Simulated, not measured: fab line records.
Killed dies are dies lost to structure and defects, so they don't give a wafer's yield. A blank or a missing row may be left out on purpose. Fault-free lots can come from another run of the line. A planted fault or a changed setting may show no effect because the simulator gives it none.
What tool caused it? | flow gf180mcu | 13 lots with 39 wafers sampled at 4 steps, on a route of 602 steps

## WHAT EACH GAUGE READ, for each wafer
GF_STI_THK_MEAS_24. Usual: for STI_CVD_23_THK the level is 650 nm and the standard deviation is 5.1.
lot  | measured    | on           | STI_CVD_23_THK (nm) | flag
L251 | day 2 08:23 | filmMetro-03 | 644 651 653         | 
L252 | day 2 13:47 | filmMetro-03 | 652 643 649         | 
L253 | day 2 19:10 | filmMetro-01 | 651 645 649         | 
L254 | day 2 23:51 | filmMetro-02 | 657 646 655         | 
L258 | day 3 22:19 | filmMetro-01 | 686 681 650         | OFF
L261 | day 4 12:48 | filmMetro-01 | 648 650 655         | 
L262 | day 4 17:42 | filmMetro-01 | 652 647 654         | 
L264 | day 5 03:28 | filmMetro-01 | 653 651 651         | 
L266 | day 5 13:41 | filmMetro-01 | 653 653 648         | 
L267 | day 5 18:59 | filmMetro-02 | 652 655 655         | 
L269 | day 6 04:56 | filmMetro-02 | 651 643 648         | 
L271 | day 6 17:35 | filmMetro-02 | 657 647 654         | 
L272 | day 6 23:04 | filmMetro-03 | 651 659 647         | 

GF_DNWELL_TW_MEAS_09. Usual: for DNWELL_TW the level is 1346 and the standard deviation is 8.2.
lot  | measured    | on           | DNWELL_TW      | flag
L251 | day 2 23:41 | filmMetro-01 | 1356 1355 1351 | 
L252 | day 3 04:53 | filmMetro-04 | 1341 1343 1338 | 
L253 | day 3 10:44 | filmMetro-02 | 1350 1353 1354 | 
L254 | day 3 15:11 | filmMetro-04 | 1344 1344 1343 | 
L258 | day 4 14:55 | filmMetro-01 | 1352 1350 1348 | 
L261 | day 5 05:48 | filmMetro-01 | 1354 1355 1361 | 
L262 | day 5 10:37 | filmMetro-01 | 1348 1339 1351 | 
L264 | day 5 21:40 | filmMetro-02 | 1342 1341 1346 | 
L266 | day 6 08:07 | filmMetro-04 | 1338 1341 1341 | 
L267 | day 6 12:43 | filmMetro-04 | 1345 1338 1336 | 
L269 | day 6 23:39 | filmMetro-04 | 1339 1342 1344 | 
L271 | day 7 14:29 | filmMetro-01 | 1333 1321 1329 | 
L272 | day 7 17:03 | filmMetro-01 | 1347 1344 1348 | 

GF_VT_IMPLANT_OVL_MEAS_18. Usual: for VT_IMPLANT_01_OVL the level is 0.1 nm and the standard deviation is 1.4.
lot  | measured     | on         | VT_IMPLANT_01_OVL (nm) | flag
L251 | day 6 11:53  | overlay-02 | 0.5 -0.3 0.9           | 
L252 | day 6 18:50  | overlay-02 | 1.4 1.3 2.0            | 
L253 | day 7 01:51  | overlay-02 | 0.1 2.6 1.3            | 
L254 | day 7 06:11  | overlay-02 | 2.7 2.1 2.8            | 
L258 | day 8 11:03  | overlay-01 | -1.9 0.2 -1.0          | 
L261 | day 9 04:30  | overlay-02 | -2.4 -0.4 -0.5         | 
L262 | day 9 10:24  | overlay-02 | -0.9 -1.6 1.0          | 
L264 | day 9 22:45  | overlay-01 | 0.8 -1.0 0.5           | 
L266 | day 10 10:59 | overlay-01 | -1.2 -1.0 -0.5         | 
L267 | day 10 16:30 | overlay-01 | 1.9 1.8 3.3            | 
L269 | day 11 05:57 | overlay-01 | 0.8 0.2 2.3            | 
L271 | day 12 00:38 | overlay-01 | -0.5 -2.4 0.0          | 
L272 | day 12 02:03 | overlay-02 | 1.6 1.4 2.5            | 

## WHICH TOOL RAN EACH LOT (tool, then ch and the chambers of the sampled wafers, then the start)
lot  | GF_STI_CVD_23
L251 | hdpcvd-02 ch 0,1, day 2 08:18
L252 | hdpcvd-02 ch 1,2, day 2 13:42
L253 | hdpcvd-02 ch 0,1,2, day 2 19:05
L254 | hdpcvd-01 ch 0,1,2, day 2 23:46
L258 | hdpcvd-02 ch 0,2, day 3 22:13
L261 | hdpcvd-01 ch 0,2, day 4 12:43
L262 | hdpcvd-02 ch 1,2, day 4 17:37
L264 | hdpcvd-01 ch 0,1,2, day 5 03:23
L266 | hdpcvd-01 ch 0,1,2, day 5 13:37
L267 | hdpcvd-01 ch 0,2, day 5 18:54
L269 | hdpcvd-01 ch 1,2, day 6 04:51
L271 | hdpcvd-01 ch 0,1, day 6 17:31
L272 | hdpcvd-01 ch 0,1,2, day 6 22:58
- GF_STI_CVD_23: deposits SiO2, target thk 650 nm, time 108.3 s.

## WHAT THE TOOLS THEMSELVES READ (means of the sampled wafers that have a number; where no wafer has one, the mark that the record gives instead)
The record holds no such reading with a usual standard deviation.

## THE ANSWER, worked out from the rows above alone
Rule: a lot is off if the mean of its wafers that have a number lies more than 3 standard deviations from the usual mean. A lot without any number at a reading at which 4 lots or more have one is off too. The other lots that the step has rows for count as sound. Order of review: gauges by route order, followed by the tools' own readings, for which a lot's mean as printed above is used. At the first step where some lot is off, the reading lying furthest off is the one used; lots without a number count as furthest.
Off: L258, seen at GF_STI_THK_MEAS_24 (STI_CVD_23_THK).
If a tool, at a process step before that reading, ran all the lots that are off and no sound lot after the first of them, it fits. Gauges at GF_STI_THK_MEAS_24: tried the same way as those tools. Not one of the candidates tried fits.

## WHAT WAS PUT IN BY THE SIMULATOR
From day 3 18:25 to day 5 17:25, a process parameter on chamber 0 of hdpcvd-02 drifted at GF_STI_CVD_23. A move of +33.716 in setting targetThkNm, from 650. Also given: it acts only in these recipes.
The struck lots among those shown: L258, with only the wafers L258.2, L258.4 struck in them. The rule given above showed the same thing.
